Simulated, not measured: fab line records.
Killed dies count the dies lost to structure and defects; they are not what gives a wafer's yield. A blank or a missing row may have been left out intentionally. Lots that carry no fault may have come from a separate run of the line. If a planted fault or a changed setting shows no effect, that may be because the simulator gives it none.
A lot that was struck, set against a sound lot -- flow sky130 -- 15 out of 708 route steps
Sound: these wafers, L784.1, L784.2, L784.6. Struck: wafers L791.2, L791.4, L791.6. At the end, the cause is stated.
Order at every step that has rows: each side's tool, ch and its chambers, its first start. Under that, the readings that differ: sound wafers -- struck wafers -- difference of the means -- sigmas: that difference in standard deviations of wafers without a fault.
alike: same words and numbers on both sides, and readings whose means sit less than 2 such deviations apart. not compared: any withheld reading, any reading some wafer has no value for, any bound like >300 that may hide the same value, and any number with overlapping values for which the record gives no deviation.
Wherever a step has rows on one side only, a row that says differs or no value, or a row with sigmas, the two part there. Numbers that have no deviation but don't overlap get no sigmas and don't part them. A reading missing from all wafers of one side parts the sides only when that side holds two or more wafers.

SKY_LOCAL_INTERCONNECT_CD_MEAS_11: target cd 170 nm.
  sound on cd sem-01, day 30 22:49; struck on cd sem-02, day 33 00:56
  alike: cd nm
SKY_LOCAL_INTERCONNECT_OVL_MEAS_12:
  sound on overlay-01, day 30 22:56; struck on overlay-02, day 33 01:03
  alike: LOCAL_INTERCONNECT_OVL
SKY_LOCAL_INTERCONNECT_ETCH_13: etches BARC in N2/H2, stops on SiO2, time 45.9 s, target depth 60 nm.
  sound on rie metal-02 ch 0,1, day 30 22:58; struck on rie metal-02 ch 0,1, day 33 01:05
  alike: chamber pressure mTorr, drypump motor current A, oes product au, throttle valve pct
  not compared: rf hours counter h
SKY_LOCAL_INTERCONNECT_METAL_ETCH_14: etches TiN in Cl2/BCl3, stops on PSG, target depth 110 nm, time 31.4 s.
  sound on rie metal-02 ch 0,1, day 30 23:02; struck on rie metal-02 ch 0,1, day 33 01:08
  alike: chamber pressure mTorr, drypump motor current A, oes product au, throttle valve pct
  not compared: rf hours counter h
SKY_LOCAL_INTERCONNECT_STRIP_15: strips in O2/N2.
  sound on plasma asher-02 ch 0,1, day 30 23:05; struck on plasma asher-02 ch 0,1, day 33 01:11
reading,sound,struck,difference,sigmas
strip time to endpoint s (s),4.692 4.720 4.710,4.745 4.724 4.763,+0.037,+2
  alike: chamber pressure mTorr, drypump motor current A, oes product au
  not compared: rf hours counter h
then, 3 steps without rows for these wafers: SKY_LOCAL_INTERCONNECT_STRIP_16 (strips in post etch residue remover, time 1200 s); SKY_LOCAL_INTERCONNECT_CLEAN_17 (cleans in IPA, time 180 s); SKY_LOCAL_INTERCONNECT_CLEAN_18 (cleans in O3/DIW).
SKY_CONTACT_CVD_00: deposits Si3N4, target thk 75 nm.
  sound on pecvd-03 ch 0,1,2, day 30 23:41; struck on pecvd-04 ch 0,1, day 33 01:49
  alike: heater power outer w, heater power w
SKY_CONTACT_THK_MEAS_01:
  sound on film metro-03, day 30 23:43; struck on film metro-04, day 33 01:52
  alike: CONTACT_CVD_00_THK
then, 1 step without rows for these wafers: SKY_CONTACT_HDPCVD_02 (deposits SiO2, target thk 565 nm, time 94.2 s).
SKY_CONTACT_THK_MEAS_03:
  sound on film metro-02, day 30 23:50; struck on film metro-04, day 33 01:59
  alike: CONTACT_HDPCVD_THK
SKY_CONTACT_CMP_04: polishes SiO2.
  sound on cmp-01 ch 0,1,3, day 30 23:57; struck on cmp-01 ch 0,2, day 33 02:05
reading,sound,struck,difference,sigmas
head pressure psi (psi),4.009 4.011 3.997,3.061 3.077 3.088,-0.930,-99 or more
motor current A (A),13.0 11.5 11.7,10.5 8.3 9.5,-2.6,-2
time to endpoint s (s),85 85 82,108 102 105,+21,+6
  alike: slurry flow ml min
SKY_CONTACT_BOW_MEAS_05:
  sound on film metro-02, day 31 00:12; struck on film metro-03, day 33 02:22
  alike: CONTACT_BOW
-- the record jumps here: 15 days lie between the struck wafers' starts before and after (it left off in module CONTACT and takes up again in module PAD_OPEN, whose first step shown is number 708 of the route) --
SKY_PAD_OPEN_PROBE_99:
  sound on prober-01, day 46 07:54; struck on prober-02, day 47 20:28
  alike: killed_at_M0_to_M3, killed_at_M4_up, killed at contacts, killed at front end, killed at other, killed dies, killed open, killed short

## WHERE THEY PART
First at SKY_LOCAL_INTERCONNECT_STRIP_15; last, within this record, at SKY_CONTACT_CMP_04. Later steps at which nothing parts them and some readings are alike: SKY_CONTACT_BOW_MEAS_05, SKY_PAD_OPEN_PROBE_99.

WHY: whatever the simulator had introduced
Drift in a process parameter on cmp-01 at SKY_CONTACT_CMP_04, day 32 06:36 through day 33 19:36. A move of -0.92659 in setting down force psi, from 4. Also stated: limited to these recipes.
